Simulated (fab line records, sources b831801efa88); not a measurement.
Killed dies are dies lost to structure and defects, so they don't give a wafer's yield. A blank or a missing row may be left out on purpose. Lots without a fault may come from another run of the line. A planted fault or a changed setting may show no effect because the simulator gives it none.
Split-lot experiment | flow sky130 | 5 lots, 23 wafers read, on a route of 708 steps

THE SPLIT
At SKY_VIA3_EXPOSE_09 (exposes mask VIM3, target cd 200 nm), the setting dose_mj was moved away from the recipe's 38 on 5 of the 23 wafers read, by +5.4% to +6.7%. The other wafers ran this setting at the recipe's value.

FROM THE SPLIT TO THE READING: what the file shows between them, 2 steps
- SKY_VIA3_PEB_10
- SKY_VIA3_DEVELOP_11: develop time 60 s

THE READING
cd_nm, in nm, at SKY_VIA3_CD_MEAS_12 (target cd 200 nm). Fault-free wafers of this fab line usually give 200.8 nm, standard deviation 1.6 nm.

wafer  | tool, chamber at the split | dose_mj as run | against the recipe | cd_nm, nm | against lot-mates on the recipe
L076.1 | krf_scanner-01, 0          | 38             | recipe             | 198.1     | -
L076.2 | krf_scanner-01, 0          | 38             | recipe             | 198.3     | -
L076.4 | krf_scanner-01, 0          | 38             | recipe             | 198.8     | -
L076.5 | krf_scanner-01, 0          | 38             | recipe             | 198.0     | -
L076.6 | krf_scanner-01, 0          | 38             | recipe             | 198.5     | -
L079.1 | krf_scanner-02, 0          | 38             | recipe             | 199.5     | -
L079.3 | krf_scanner-02, 0          | 38             | recipe             | 199.5     | -
L079.4 | krf_scanner-02, 0          | 38             | recipe             | 199.2     | -
L079.5 | krf_scanner-02, 0          | 38             | recipe             | 199.1     | -
L079.6 | krf_scanner-02, 0          | 38             | recipe             | 199.9     | -
L080.2 | krf_scanner-02, 0          | 38             | recipe             | 202.6     | -
L080.3 | krf_scanner-02, 0          | 40.54          | +6.7%              | 215.3     | +12.8
L080.4 | krf_scanner-02, 0          | 40.54          | +6.7%              | 212.7     | +10.1
L080.5 | krf_scanner-02, 0          | 40.54          | +6.7%              | 215.1     | +12.5
L080.6 | krf_scanner-02, 0          | 38             | recipe             | 202.5     | -
L084.3 | krf_scanner-02, 0          | 38             | recipe             | 200.9     | -
L084.4 | krf_scanner-02, 0          | 38             | recipe             | 200.5     | -
L084.6 | krf_scanner-02, 0          | 38             | recipe             | 201.0     | -
L083.1 | krf_scanner-02, 0          | 40.06          | +5.4%              | 212.1     | +8.7
L083.3 | krf_scanner-02, 0          | 40.06          | +5.4%              | 212.1     | +8.7
L083.4 | krf_scanner-02, 0          | 38             | recipe             | 204.1     | -
L083.5 | krf_scanner-02, 0          | 38             | recipe             | 202.7     | -
L083.6 | krf_scanner-02, 0          | 38             | recipe             | 203.5     | -

THE FIT
A straight line over all 23 wafers: cd_nm changes by +2.11 nm for each +1% of dose_mj; r = +0.95; the points scatter about the line by 1.8 nm.
The same after taking each lot's own level away (the mean of its wafers on the recipe; 23 wafers): +1.72 nm for each +1%; r = +0.99; scatter 0.59 nm.
On that fit, the largest move of dose_mj shifts the reading by 11 nm.
The lots' own levels span 198.34 to 203.43 nm, that is 3.2 times the standard deviation above.
So the lot-to-lot level changes the slope: the two fits differ.
Check: with one of the wafers moved furthest among these (+6.7%) left out of the fit, the line predicts +11.1 nm for it against its lot-mates. It came out at +12.8 nm against them.

OTHER SPLITS ON THESE WAFERS
These wafers also went through other splits before the reading. Each is held against what the fit with the lots' levels taken away leaves over:
other split on the same wafers     | wafers away from the commonest value | r with cd_nm (lot level and that fit taken away)
SKY_CAPM_SPUTTER_02 power_w        | 5                                    | +0.16
SKY_VIA3_CMP_02 leave_above_ref_nm | 11                                   | -0.07

THE WHOLE CHAIN: every reading that the file lists as answering this split, in the file's order
step                | what it does                                                         | reading                                                     | change (the file's fit)              | r (the file's)
SKY_VIA3_CD_MEAS_12 | target cd 200 nm                                                     | cd_nm                                                       | +1.7 nm for each +1% of the setting  | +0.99
SKY_VIA3_ETCH_14    | etches BARC in N2/H2, stops on SiO2, time 45.9 s, target depth 60 nm | VIA3.cd_nm (the simulator's own value, which no gauge read) | +1.74 nm for each +1% of the setting | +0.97

THE FILE'S OWN FIT
cd_nm changes by +1.7 nm for each +1% of dose_mj, r = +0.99.
